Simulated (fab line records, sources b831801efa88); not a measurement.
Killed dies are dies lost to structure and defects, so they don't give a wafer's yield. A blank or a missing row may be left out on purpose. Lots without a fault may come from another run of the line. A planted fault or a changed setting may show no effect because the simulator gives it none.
fab line records | flow sky130
record lots=13 wafers=39 last_day=50
route steps=708 shown SPACER@305 SD_N@350 LI_CONTACT@365
lots that met no fault: from a run of the same line without faults
start_h: hours from the record's first day to the start of the lot's first wafer shown | wait_h: hours since the lot's step before | " the same as in the row above | L1.1+2: a row that stands for several wafers | - no value, or no start given | * or withheld: withheld | < > ~ a bound
route shown NAME@n: a module of which the file shows steps, and the number in the route of the first | usual: mean/standard deviation of fault-free wafers | same: alike in all rows | chamber/n: place in a boat | sites: the reading at each site | _std_site: their standard deviation | _edge_site: outer sites' mean less inner sites' | radius_mm: how far each site lies from the wafer's centre | mask NAME#n: copy n | behind: the tool/chamber that last shaped the wafer | hold: why the lot was held/for how many hours/how that ended | device: the transistor (n, p or np) that didn't switch | end of line: the same wafers' tests at the end of the route | a step without rows: its recipe alone | killed: dies lost to structure and defects at the first sort, not the wafer's yield | map: a wafer's dies, x killed, . not, _ none there
set.NAME: the setting as run; set.NAME@STEP: as run at that earlier step | model.NAME: the simulator's own value behind a step, which no gauge read
steps of the route over a sample of lots; a table a step, a row a wafer
services: from which hour (start_h, from the record's first day; less than 0 if before it) a tool's chamber was out of use, for how many hours, and why
## steps
# step SKY_SPACER_THK_MEAS_01
# recipe reads=Si3N4_of_SPACER_CVD_00
# usual SPACER_CVD_00_THK=43.1/0.42
# columns lot.wafer tool chamber start_h wait_h SPACER_CVD_00_THK[nm]
L306.1 film_metro-03 - 525.53 0.0 42.7
L306.4 " - " " 42.5
L306.5 " - " " 42.7
L309.2 film_metro-04 - 551.95 0.0 42.7
L309.3 " - " " 42.7
L309.4 " - " " 43.1
L310.2 film_metro-02 - 554.47 0.0 42.9
L310.3 " - " " 43.1
L310.5 " - " " 42.6
L311.2 film_metro-02 - 580.84 0.0 43.0
L311.3 " - " " 42.8
L311.5 " - " " 42.9
L312.2 film_metro-02 - 589.90 0.0 43.5
L312.3 " - " " 43.5
L312.6 " - " " 43.1
L313.1 film_metro-04 - 595.40 0.0 43.5
L313.5 " - " " 42.7
L313.6 " - " " 43.1
L314.2 film_metro-02 - 604.05 0.0 42.5
L314.3 " - " " 42.7
L314.5 " - " " 42.9
L317.3 film_metro-02 - 628.53 0.0 43.4
L317.5 " - " " 43.2
L317.6 " - " " 43.0
L318.1 film_metro-03 - 638.56 0.0 43.9
L318.2 " - " " 43.6
L318.4 " - " " 43.7
L320.1 film_metro-02 - 651.74 0.0 43.6
L320.2 " - " " 43.1
L320.3 " - " " 43.3
L322.2 film_metro-04 - 666.07 0.0 43.1
L322.4 " - " " 43.2
L322.5 " - " " 43.4
L326.4 film_metro-03 - 702.56 0.0 43.3
L326.5 " - " " 43.2
L326.6 " - " " 42.9
L327.1 film_metro-03 - 704.79 0.0 42.5
L327.3 " - " " 42.5
L327.5 " - " " 42.4
# step SKY_SD_N_OVL_MEAS_08
# usual SD_N_OVL=-0.6/1.7
# columns lot.wafer tool chamber start_h wait_h SD_N_OVL[nm]
L306.1 overlay-02 - 643.48 0.1 0.7
L306.4 " - " " 2.7
L306.5 " - " " 0.6
L309.2 overlay-02 - 669.71 0.1 -1.7
L309.3 " - " " -2.8
L309.4 " - " " -1.3
L310.2 overlay-01 - 670.38 0.1 -1.0
L310.3 " - " " -4.4
L310.5 " - " " -1.4
L311.2 overlay-02 - 696.66 0.1 1.9
L311.3 " - " " 2.2
L311.5 " - " " -0.4
L312.2 overlay-02 - 703.78 0.1 0.9
L312.3 " - " " 1.1
L312.6 " - " " -1.7
L313.1 overlay-02 - 709.36 0.1 1.2
L313.5 " - " " 3.8
L313.6 " - " " 2.5
L314.2 overlay-01 - 717.61 0.1 -0.5
L314.3 " - " " -1.5
L314.5 " - " " -2.1
L317.3 overlay-02 - 740.79 0.1 3.0
L317.5 " - " " 1.8
L317.6 " - " " 2.5
L318.1 overlay-02 - 750.31 0.1 0.5
L318.2 " - " " 1.0
L318.4 " - " " 1.4
L320.1 overlay-02 - 762.43 0.1 0.0
L320.2 " - " " 0.6
L320.3 " - " " -0.5
L322.2 overlay-02 - 777.38 0.1 -2.7
L322.4 " - " " -1.1
L322.5 " - " " -2.1
L326.4 overlay-01 - 808.95 0.1 -1.5
L326.5 " - " " -1.3
L326.6 " - " " -1.4
L327.1 overlay-01 - 811.01 0.1 -1.9
L327.3 " - " " -2.8
L327.5 " - " " -2.1
# step SKY_SD_N_IMPLANT_10
# recipe species=P energy_kev=20 dose_cm2=1e+14 tilt_deg=0
# usual dose_ions_cm2=9.997e+13/1.1e+11 faraday_current_uA=525/34
# columns lot.wafer tool chamber start_h wait_h dose_ions_cm2 faraday_current_uA
L306.1 implanter-03 0 643.67 0.1 9.989e+13 487
L306.4 " 0 " " 9.989e+13 484
L306.5 " 0 " " 1.0006e+14 480
L309.2 implanter-01 0 669.92 0.1 9.991e+13 567
L309.3 " 0 " " 9.997e+13 568
L309.4 " 0 " " 9.996e+13 562
L310.2 implanter-01 0 670.59 0.1 1.0008e+14 581
L310.3 " 0 " " 1.0015e+14 569
L310.5 " 0 " " 1e+14 575
L311.2 implanter-01 0 696.87 0.1 9.97e+13 581
L311.3 " 0 " " 9.986e+13 562
L311.5 " 0 " " 9.981e+13 546
L312.2 implanter-04 0 703.99 0.1 1.0002e+14 524
L312.3 " 0 " " 9.998e+13 543
L312.6 " 0 " " 9.97e+13 528
L313.1 implanter-03 0 709.54 0.1 1.0006e+14 496
L313.5 " 0 " " 9.998e+13 481
L313.6 " 0 " " 1.0006e+14 497
L314.2 implanter-04 0 717.82 0.1 9.98e+13 515
L314.3 " 0 " " 9.989e+13 518
L314.5 " 0 " " 1.0009e+14 514
L317.3 implanter-03 0 741.02 0.1 9.994e+13 484
L317.5 " 0 " " 9.996e+13 506
L317.6 " 0 " " 9.99e+13 498
L318.1 implanter-03 0 750.49 0.1 4.905e+13 286
L318.2 " 0 " " 4.898e+13 271
L318.4 " 0 " " 4.898e+13 278
L320.1 implanter-03 0 762.61 0.1 4.876e+13 281
L320.2 " 0 " " 4.871e+13 273
L320.3 " 0 " " 4.871e+13 279
L322.2 implanter-01 0 777.59 0.1 9.996e+13 558
L322.4 " 0 " " 1.0014e+14 549
L322.5 " 0 " " 9.993e+13 559
L326.4 implanter-04 0 809.19 0.1 9.999e+13 534
L326.5 " 0 " " 1.0007e+14 499
L326.6 " 0 " " 1.0003e+14 523
L327.1 implanter-04 0 811.19 0.1 1.0015e+14 523
L327.3 " 0 " " 1.0019e+14 549
L327.5 " 0 " " 1.0011e+14 520
# step SKY_SD_N_RS_MEAS_16
# recipe thk_meas_gauge=four-point-probe
# usual SD_N_RS=68.47/0.13
# columns lot.wafer tool chamber start_h wait_h hold SD_N_RS[ohm/sq]
L306.1 film_metro-03 - 644.55 0.1 - 68.62
L306.4 " - " " - 68.68
L306.5 " - " " - 68.53
L309.2 film_metro-02 - 670.47 0.1 - 68.47
L309.3 " - " " - 68.52
L309.4 " - " " - 68.54
L310.2 film_metro-02 - 671.13 0.1 - 68.46
L310.3 " - " " - 68.61
L310.5 " - " " - 68.49
L311.2 film_metro-01 - 697.39 0.1 - 68.64
L311.3 " - " " - 68.54
L311.5 " - " " - 68.54
L312.2 film_metro-02 - 704.52 0.1 - 68.47
L312.3 " - " " - 68.35
L312.6 " - " " - 68.53
L313.1 film_metro-02 - 710.08 0.1 - 68.43
L313.5 " - " " - 68.48
L313.6 " - " " - 68.27
L314.2 film_metro-03 - 718.34 0.1 - 68.48
L314.3 " - " " - 68.54
L314.5 " - " " - 68.55
L317.3 film_metro-02 - 741.54 0.1 - 68.33
L317.5 " - " " - 68.53
L317.6 " - " " - 68.35
L318.1 film_metro-01 - 751.02 0.1 await_dispo/0.2h/release 69.54
L318.2 " - " " await_dispo/0.2h/release 69.77
L318.4 " - " " await_dispo/0.2h/release 69.45
L318.1 film_metro-01 - 751.38 0.3 - 69.73
L318.2 " - " " - 69.67
L318.4 " - " " - 69.48
L320.1 film_metro-02 - 763.20 0.1 await_dispo/0.2h/release 69.72
L320.2 " - " " await_dispo/0.2h/release 69.83
L320.3 " - " " await_dispo/0.2h/release 69.76
L320.1 film_metro-02 - 763.56 0.3 - 69.55
L320.2 " - " " - 69.74
L320.3 " - " " - 69.70
L322.2 film_metro-03 - 778.17 0.1 - 68.54
L322.4 " - " " - 68.53
L322.5 " - " " - 68.63
L326.4 film_metro-01 - 809.71 0.1 - 68.51
L326.5 " - " " - 68.36
L326.6 " - " " - 68.47
L327.1 film_metro-02 - 811.72 0.1 - 68.35
L327.3 " - " " - 68.42
L327.5 " - " " - 68.34
# step SKY_LI_CONTACT_BOW_MEAS_03
# recipe mode=bow
# usual LI_CONTACT_BOW=56/6.8
# columns lot.wafer tool chamber start_h wait_h LI_CONTACT_BOW[um]
L306.1 film_metro-03 - 645.56 0.1 62
L306.4 " - " " 62
L306.5 " - " " 65
L309.2 film_metro-01 - 671.32 0.2 51
L309.3 " - " " 56
L309.4 " - " " 41
L310.2 film_metro-01 - 671.97 0.1 41
L310.3 " - " " 48
L310.5 " - " " 68
L311.2 film_metro-01 - 698.23 0.2 63
L311.3 " - " " 64
L311.5 " - " " 59
L312.2 film_metro-01 - 705.36 0.2 56
L312.3 " - " " 38
L312.6 " - " " 55
L313.1 film_metro-03 - 710.92 0.1 53
L313.5 " - " " 58
L313.6 " - " " 69
L314.2 film_metro-03 - 719.18 0.1 39
L314.3 " - " " 61
L314.5 " - " " 44
L317.3 film_metro-03 - 742.38 0.3 55
L317.5 " - " " 63
L317.6 " - " " 64
L318.1 film_metro-03 - 756.41 0.1 55
L318.2 " - " " 66
L318.4 " - " " 59
L320.1 film_metro-01 - 766.84 0.1 53
L320.2 " - " " 58
L320.3 " - " " 56
L322.2 film_metro-01 - 779.01 0.2 59
L322.4 " - " " 51
L322.5 " - " " 52
L326.4 film_metro-03 - 810.55 0.2 57
L326.5 " - " " 64
L326.6 " - " " 59
L327.1 film_metro-03 - 812.56 0.2 56
L327.3 " - " " 59
L327.5 " - " " 52
## services
# columns tool chamber start_h hours kind
implanter-04 - 651.84 1.9 repair
implanter-03 - 665.95 3.9 repair
implanter-01 - 701.84 2.1 repair
implanter-01 - 720.84 4.0 pm
implanter-03 - 801.04 1.3 repair
implanter-01 - 809.33 6.7 repair
## key
first_sign step=SKY_SD_N_IMPLANT_10 reading=dose_ions_cm2 direction=down sigmas=99+ usual=* struck=*
effect step=SKY_SD_N_IMPLANT_10 reading=faraday_current_uA direction=down sigmas=7.3 usual=525 struck=278
effect step=SKY_SD_N_RS_MEAS_16 reading=visit direction=added
effect step=SKY_SD_N_RS_MEAS_16 reading=SD_N_RS direction=up sigmas=9.6 usual=68.47 struck=69.68
met_at SKY_SD_N_IMPLANT_10
struck_lots L318,L320
tester_left_out L318,L320
not_acting_at SKY_SPACER_THK_MEAS_01,SKY_SD_N_OVL_MEAS_08,SKY_LI_CONTACT_BOW_MEAS_03
onset_between 741.02 750.49
fault kind=process_parameter_drift tool=implanter-03 chamber=- onset_h=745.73 steps=SKY_SD_N_IMPLANT_10 channel=dose_cm2 offset=* shape=step end_h=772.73 acts_in=* stated=*
# tester_left_out: of these lots the tester's yield and bins aren't shown, on N5 and GAA mostly nor the transistor test; their killed dies are dies lost to structure and defects alone, not to doping, threshold or leakage, so they don't give the yield
